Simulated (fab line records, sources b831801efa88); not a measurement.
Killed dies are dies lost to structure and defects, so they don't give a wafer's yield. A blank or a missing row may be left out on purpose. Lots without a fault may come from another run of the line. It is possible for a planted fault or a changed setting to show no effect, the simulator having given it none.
A struck lot beside a sound one + flow sky130 + 29 out of 708 route steps
Sound: wafers L306.2, L306.5, L306.6. Struck: wafers L323.2, L323.3, L323.4. The cause is named last.
For every step that has rows: the tool of each side, followed by ch and its chambers, followed by its first start. Under that, the readings that differ: sound wafers + struck wafers + difference of the means + sigmas: that difference in standard deviations of wafers without a fault.
alike: same words and numbers on both sides, and readings whose means sit less than 2 such deviations apart. not compared: any withheld reading, any reading some wafer has no value for, any bound like >300 that may hide the same value, and any number with overlapping values for which the record gives no deviation.
A row with sigmas, a row that says differs or no value, or rows on one side alone: a step with any of these is where the two part. Numbers that have no deviation but don't overlap get no sigmas and don't part them. A reading missing from all wafers of one side parts the sides only when that side holds two or more wafers.

SKY_POLY_GATE_CD_MEAS_13: the cd target is 150 nm.
  sound on cd-sem-02 at day 17 05:39; struck on cd-sem-02 at day 23 09:57
| reading    | sound             | struck            | difference | sigmas |
|------------|-------------------|-------------------|------------|--------|
| cd-nm (nm) | 151.6 152.4 151.0 | 148.6 149.5 146.8 | -3.4       | -2     |
SKY_POLY_GATE_OVL_MEAS_14:
  sound on overlay-01 at day 17 05:45; struck on overlay-01 at day 23 10:03
  alike: POLY_GATE_OVL
SKY_POLY_GATE_ETCH_15: etches BARC in N2/H2, stops on SiO2, time 118.5 s, target depth 110 nm.
  sound on rie-diel-03 ch 1,2, day 17 05:47; struck on rie-diel-01 ch 0,2,3, day 23 10:05
  alike: drypump-motor-current-A, oes-product-au, rf-fwd-power-W, throttle-valve-pct
  not compared: rf-hours-counter-h
SKY_POLY_GATE_ETCH_16: etches Si3N4 in CH3F/O2, stops on poly-Si, time 147.5 s, target depth 75 nm.
  sound on rie-diel-03 ch 1,2, day 17 05:52; struck on rie-diel-01 ch 0,2,3, day 23 10:10
  alike: drypump-motor-current-A, oes-product-au, rf-fwd-power-W, throttle-valve-pct
  not compared: rf-hours-counter-h
SKY_POLY_GATE_ETCH_17: etches poly-Si in HBr/Cl2, stops on SiO2, target depth 180 nm, time 70.5 s.
  sound on rie-si-02 ch 0,1,3, day 17 05:58; struck on rie-si-02 ch 2,3, day 23 10:16
  alike: drypump-motor-current-A, oes-product-au, rf-fwd-power-W, throttle-valve-pct
  not compared: rf-hours-counter-h
SKY_POLY_GATE_STRIP_18: strips in O2/N2.
  sound on plasma-asher-02 ch 0,1, day 17 06:01; struck on plasma-asher-01 ch 0,1, day 23 10:19
  alike: drypump-motor-current-A, oes-product-au, strip-time-to-endpoint-s
  not compared: rf-hours-counter-h
then, 2 steps without rows for these wafers: SKY_POLY_GATE_CLEAN_19 (cleans in SC1/SC2, time 150 s); SKY_POLY_GATE_OXIDATION_20 (stabilise 600 s, purge 300 s, target thk 4 nm).
SKY_POLY_GATE_THK_MEAS_21:
  sound on film-metro-03 at day 17 10:13; struck on film-metro-01 at day 23 11:44
  alike: POLY_GATE_OXIDATION_THK
SKY_POLY_GATE_CD_MEAS_22:
  sound on cd-sem-02 at day 17 10:18; struck on cd-sem-01 at day 23 11:49
| reading    | sound             | struck            | difference | sigmas |
|------------|-------------------|-------------------|------------|--------|
| cd-nm (nm) | 151.9 153.7 150.9 | 149.5 147.6 146.1 | -4.4       | -2     |
then, 2 steps without rows for these wafers: SKY_LDD_N_DEHYDRATE_00 (time 60 s); SKY_LDD_N_HMDS_01 (prime time 60 s).
SKY_LDD_N_COAT_02: resist thk 300 nm.
  sound on litho-track-01 ch 0, day 18 01:01; struck on litho-track-04 ch 0, day 24 02:34
| reading                                    | sound             | struck            | difference | sigmas |
|--------------------------------------------|-------------------|-------------------|------------|--------|
| model.NOVOLAK_of_LDD_N_COAT_02.thk-nm (nm) | 301.4 302.1 301.3 | 326.8 326.2 328.3 | +25.5      |        |
  alike: spin-speed-rpm
then, 3 steps without rows for these wafers: SKY_LDD_N_SOFTBAKE_03 (time 60 s); SKY_LDD_N_EXPOSE_04 (exposes mask NTM, target cd 840 nm); SKY_LDD_N_PEB_05.
SKY_LDD_N_DEVELOP_06: develop time 60 s.
  sound on litho-track-03 ch 0, day 18 15:28; struck on litho-track-03 ch 0, day 24 17:40
| reading                                    | sound           | struck            | difference | sigmas |
|--------------------------------------------|-----------------|-------------------|------------|--------|
| model.NOVOLAK_of_LDD_N_COAT_02.thk-nm (nm) | 301 301.7 300.9 | 326.4 325.8 327.8 | +25.5      |        |
SKY_LDD_N_OVL_MEAS_07:
  sound on overlay-02 at day 18 15:37; struck on overlay-01 at day 24 17:48
  alike: LDD_N_OVL
then, 8 steps without rows for these wafers: SKY_LDD_N_IMPLANT_08; SKY_LDD_N_IMPLANT_09; SKY_LDD_N_IMPLANT_10; SKY_LDD_N_IMPLANT_11; SKY_LDD_N_IMPLANT_12; SKY_LDD_N_IMPLANT_13; SKY_LDD_N_IMPLANT_14; SKY_LDD_N_IMPLANT_15.
SKY_LDD_N_STRIP_16: strips in O2/N2.
  sound on plasma-asher-03 ch 0,1, day 18 16:50; struck on plasma-asher-04 ch 0,1, day 24 19:02
| reading                      | sound             | struck            | difference | sigmas |
|------------------------------|-------------------|-------------------|------------|--------|
| oes-product-au (a.u.)        | 0.411 0.402 0.395 | 0.421 0.417 0.424 | +0.018     | +4     |
| strip-time-to-endpoint-s (s) | 4.323 4.329 4.332 | 4.644 4.654 4.684 | +0.333     | +21    |
  alike: drypump-motor-current-A
  not compared: rf-hours-counter-h
SKY_LDD_N_TW_MEAS_17:
  sound on film-metro-03 at day 18 16:57; struck on film-metro-03 at day 24 19:08
  alike: LDD_N_TW
after that, 1 step had no rows for these wafers: SKY_PAD_OPEN_PROBE_99.

== WHERE THEY PART ==
Earliest at SKY_POLY_GATE_CD_MEAS_13; latest, in this record, at SKY_LDD_N_STRIP_16. Later steps at which nothing parts them and some readings are alike: SKY_LDD_N_TW_MEAS_17.

WHY: whatever the simulator had introduced
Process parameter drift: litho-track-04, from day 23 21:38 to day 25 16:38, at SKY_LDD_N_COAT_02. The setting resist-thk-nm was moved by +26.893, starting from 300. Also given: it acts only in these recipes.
